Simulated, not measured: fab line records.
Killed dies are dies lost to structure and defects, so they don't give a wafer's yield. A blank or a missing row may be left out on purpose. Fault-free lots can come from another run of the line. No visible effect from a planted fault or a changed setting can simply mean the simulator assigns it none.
Which of the tools did it? ; flow gf180mcu ; 33 wafers from 11 lots sampled at 6 of the route's 602 steps

## WHAT EACH GAUGE READ, for each wafer
GF_STI_THK_MEAS_04. Usual: STI_CVD_03_THK 206.8 nm, standard deviation 1.9.
lot;measured;on;STI_CVD_03_THK (nm);flag
L844;day 1 18:34;film metro-04;209.5 206.0 208.1;
L845;day 1 23:34;film metro-03;211.9 211.7 211.9;
L846;day 2 04:35;film metro-04;207.5 209.5 208.7;
L849;day 2 19:50;film metro-04;204.4 204.8 204.6;
L855;day 4 01:35;film metro-03;207.0 207.4 208.3;
L857;day 4 13:26;film metro-04;207.4 205.5 207.4;
L861;day 5 07:35;film metro-04;243.9 243.8 240.2 243.7 243.9 240.4;OFF
L862;day 5 13:11;film metro-04;217.5 227.7 231.4 217.5 227.6 231.4;OFF
L864;day 5 23:11;film metro-04;208.5 209.7 209.5;
L865;day 6 04:44;film metro-02;206.8 206.0 204.9;
L866;day 6 09:13;film metro-04;207.1 206.1 205.1;

GF_HV_LDD_THK_MEAS_55. Usual: HV_LDD_CVD_54_THK 9.94 nm, standard deviation 0.15.
lot;measured;on;HV_LDD_CVD_54_THK (nm);flag
L844;day 12 22:28;film metro-04;9.96 9.99 9.89;
L845;day 13 10:58;film metro-04;10.18 10.00 9.94;
L846;day 13 11:43;film metro-02;9.77 9.93 9.92;
L849;day 14 11:34;film metro-01;9.95 10.09 9.80;
L855;day 16 10:56;film metro-01;10.12 10.11 10.18;
L857;day 17 05:13;film metro-04;9.96 9.95 9.97;
L861;day 18 09:08;film metro-04;10.08 10.18 10.22;
L862;day 18 18:20;film metro-04;10.15 10.11 10.18;
L864;day 19 15:07;film metro-02;10.13 10.22 10.09;
L865;day 19 17:56;film metro-02;9.79 9.90 9.90;
L866;day 19 22:35;film metro-01;9.94 9.86 9.90;

## WHAT TOOL EACH LOT RAN ON (gives the tool, then ch and the chambers of the sampled wafers, and finally the start)
lot;GF_STI_CVD_03;GF_STI_ETCH_13;GF_VT_IMPLANT_RTA_45;GF_HV_LDD_STRIP_49
L844;lpcvd-02 ch 1, day 1 16:34;rie diel-03 ch 1,3, day 2 06:07;rtp anneal-02 ch 0, day 7 18:55;plasma asher-02 ch 0,1, day 12 21:02
L845;lpcvd-01 ch 0, day 1 21:34;rie diel-03 ch 1,2,3, day 2 11:41;rtp anneal-01 ch 0, day 8 03:08;plasma asher-04 ch 0,1, day 13 09:32
L846;lpcvd-01 ch 1, day 2 02:34;rie diel-01 ch 0,1,2, day 2 16:25;rtp anneal-02 ch 0, day 8 06:26;plasma asher-03 ch 0,1, day 13 10:18
L849;lpcvd-02 ch 1, day 2 17:51;rie diel-01 ch 1,2,3, day 3 09:02;rtp anneal-02 ch 0, day 9 05:56;plasma asher-04 ch 0,1, day 14 10:08
L855;lpcvd-02 ch 0, day 3 23:34;rie diel-03 ch 0,1,2, day 4 15:34;rtp anneal-02 ch 0, day 10 18:37;plasma asher-04 ch 0,1, day 16 09:32
L857;lpcvd-01 ch 0, day 4 11:26;rie diel-04 ch 0,1,3, day 5 03:20;rtp anneal-02 ch 0, day 11 11:48;plasma asher-03 ch 0,1, day 17 03:47
L861;lpcvd-02 ch 1, day 5 05:34;rie diel-03 ch 0,2,3, day 5 22:05;rtp anneal-01 ch 0, day 12 10:52;plasma asher-02 ch 0,1, day 18 07:40
L862;lpcvd-02 ch 1, day 5 11:11;rie diel-04 ch 0,2, day 6 03:58;rtp anneal-01 ch 0, day 12 19:01;plasma asher-04 ch 0,1, day 18 16:48
L864;lpcvd-01 ch 0, day 5 21:10;rie diel-01 ch 2,3, day 6 14:04;rtp anneal-01 ch 0, day 13 12:30;plasma asher-03 ch 0,1, day 19 13:37
L865;lpcvd-01 ch 0, day 6 02:44;rie diel-01 ch 0,1,2, day 6 19:55;rtp anneal-02 ch 0, day 13 16:47;plasma asher-04 ch 0,1, day 19 16:28
L866;lpcvd-01 ch 0, day 6 07:12;rie diel-03 ch 2,3, day 6 23:59;rtp anneal-02 ch 0, day 13 21:04;plasma asher-03 ch 0,1, day 19 21:06
- GF_STI_CVD_03: deposits Si3N4 from DCS/NH3, target thk 207.16 nm, time 3551 s.
- GF_STI_ETCH_13: etches the open film in CHF3/O2, stops on Si, target depth 282.31 nm, time 112.9 s.
- GF_VT_IMPLANT_RTA_45: time 30 s.
- GF_HV_LDD_STRIP_49: strips in O2/N2.

## AS READ BY THE TOOLS THEMSELVES (means over the sampled wafers that have a number; for cases with no such wafer, the mark the record gives instead)
GF_STI_CVD_03. Usual: spike tc centre C 771.0 C, standard deviation 1.1; susceptor temp C 770.1 C, standard deviation 0.35; zone power centre pct 13.6 %, standard deviation 0.77; zone power upper pct 13.5 %, standard deviation 0.69.
lot;tool;spike tc centre C (C);susceptor temp C (C);zone power centre pct (%);zone power upper pct (%);flag
L844;lpcvd-02;770.1;769.7;14.1;13.3;
L845;lpcvd-01;769.8;770.6;14.4;12.9;
L846;lpcvd-01;771.1;770.1;13.7;15.0;
L849;lpcvd-02;771.4;770.7;14.1;13.3;
L855;lpcvd-02;770.3;770.1;12.5;13.4;
L857;lpcvd-01;769.9;770.0;14.5;13.0;
L861;lpcvd-02;790.6;769.7;19.2;10.6;OFF
L862;lpcvd-02;791.3;770.1;19.4;10.5;OFF
L864;lpcvd-01;770.2;770.0;14.4;12.9;
L865;lpcvd-01;770.5;769.6;14.4;13.0;
L866;lpcvd-01;770.0;769.7;14.5;13.0;

GF_STI_ETCH_13. Usual: chamber pressure mTorr 40.00 mTorr, standard deviation 0.037; drypump motor current A 5.6 A, standard deviation 0.39; oes product au 0.832 a.u., standard deviation 0.0067; rf fwd power W 596.5 W, standard deviation 2; throttle valve pct 8.811 %, standard deviation 0.0095.
lot;tool;chamber pressure mTorr (mTorr);drypump motor current A (A);oes product au (a.u.);rf fwd power W (W);throttle valve pct (%);flag
L844;rie diel-03;39.97;5.7;0.834;595.4;8.809;
L845;rie diel-03;39.98;5.6;0.847;596.8;8.819;
L846;rie diel-01;40.00;5.7;0.827;599.0;8.805;
L849;rie diel-01;40.04;5.3;0.824;596.3;8.815;
L855;rie diel-03;40.01;5.7;0.835;596.4;8.810;
L857;rie diel-04;39.99;5.7;0.833;595.9;8.817;
L861;rie diel-03;40.02;5.4;0.908;595.9;8.842;OFF
L862;rie diel-04;40.02;5.6;0.875;598.2;8.816;OFF
L864;rie diel-01;39.99;5.2;0.839;593.8;8.817;
L865;rie diel-01;39.99;5.7;0.834;596.5;8.811;
L866;rie diel-03;39.98;5.3;0.827;597.0;8.812;

GF_VT_IMPLANT_RTA_45. Usual: lamp power pct 39 %, standard deviation 3.8; wafer_temp_C_max 1053.9, standard deviation 0.75.
lot;tool;lamp power pct (%);wafer_temp_C_max;flag
L844;rtp anneal-02;42;1053.6;
L845;rtp anneal-01;34;1054.4;
L846;rtp anneal-02;42;1053.7;
L849;rtp anneal-02;42;1054.0;
L855;rtp anneal-02;42;1054.0;
L857;rtp anneal-02;42;1053.4;
L861;rtp anneal-01;34;1053.7;
L862;rtp anneal-01;34;1054.0;
L864;rtp anneal-01;34;1054.4;
L865;rtp anneal-02;42;1054.6;
L866;rtp anneal-02;42;1053.3;

GF_HV_LDD_STRIP_49. Usual: chamber pressure mTorr 1500.2 mTorr, standard deviation 1.2; drypump motor current A 5.63 A, standard deviation 0.28; heater power w 320 W, standard deviation 38; o2 flow sccm 3003 sccm, standard deviation 9.6; oes product au 0.716 a.u., standard deviation 0.005; strip time to endpoint s 12.64 s, standard deviation 0.035.
lot;tool;chamber pressure mTorr (mTorr);drypump motor current A (A);heater power w (W);o2 flow sccm (sccm);oes product au (a.u.);strip time to endpoint s (s);flag
L844;plasma asher-02;1501.1;5.50;307;3004;0.713;12.60;
L845;plasma asher-04;1499.6;5.60;285;3001;0.714;12.67;
L846;plasma asher-03;1500.8;5.87;367;3002;0.713;12.59;
L849;plasma asher-04;1499.9;5.64;289;2994;0.716;12.65;
L855;plasma asher-04;1499.8;5.39;282;2996;0.718;12.59;
L857;plasma asher-03;1500.3;5.86;369;3005;0.712;12.59;
L861;plasma asher-02;1500.7;5.60;309;3000;0.711;12.65;
L862;plasma asher-04;1499.1;5.64;285;3004;0.720;12.64;
L864;plasma asher-03;1500.3;5.75;361;3008;0.716;12.67;
L865;plasma asher-04;1501.2;5.63;282;3007;0.720;12.71;
L866;plasma asher-03;1499.0;5.85;376;3001;0.718;12.64;

## THE ANSWER, worked out from the rows above alone
Rule: a lot counts as off when the mean over its wafers that have a number is more than 3 standard deviations away from the usual mean. A lot without any number at a reading at which 4 lots or more have one is off too. Any other lot the step has rows for is counted as sound. Order of review: gauges by route order, followed by the tools' own readings, for which a lot's mean as printed above is used. The first step at which some lot is off is used, and at that step the reading that is off furthest; a lot without a number counts as furthest.
Off: L861, L862, at GF_STI_THK_MEAS_04 (STI_CVD_03_THK).
If a tool, at a process step before that reading, ran all the lots that are off and no sound lot after the first of them, it fits. The gauges at GF_STI_THK_MEAS_04 aren't tried: what is off there is off at GF_STI_CVD_03 too, on other tools, and a gauge's error can't cause that. One fits: lpcvd-02 at GF_STI_CVD_03. A fault onset in the window from L855 (day 3 23:34, its last sound lot) to L861 (day 5 05:34, its first lot off) fits.
The tool's own readings at GF_STI_CVD_03 bear it out: on the lots that are off they differ by more than 5 times the standard deviation of the sound lots' means. spike tc centre C reads 791.0 C there against 770.4 C on the sound lots; zone power centre pct reads 19.3 % there against 14.1 % on the sound lots.

## WHAT WAS PUT IN BY THE SIMULATOR
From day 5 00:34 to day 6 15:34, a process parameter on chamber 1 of lpcvd-02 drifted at GF_STI_CVD_03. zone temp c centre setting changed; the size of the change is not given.
Lots struck among those shown: L861, L862. The rule above found the same.
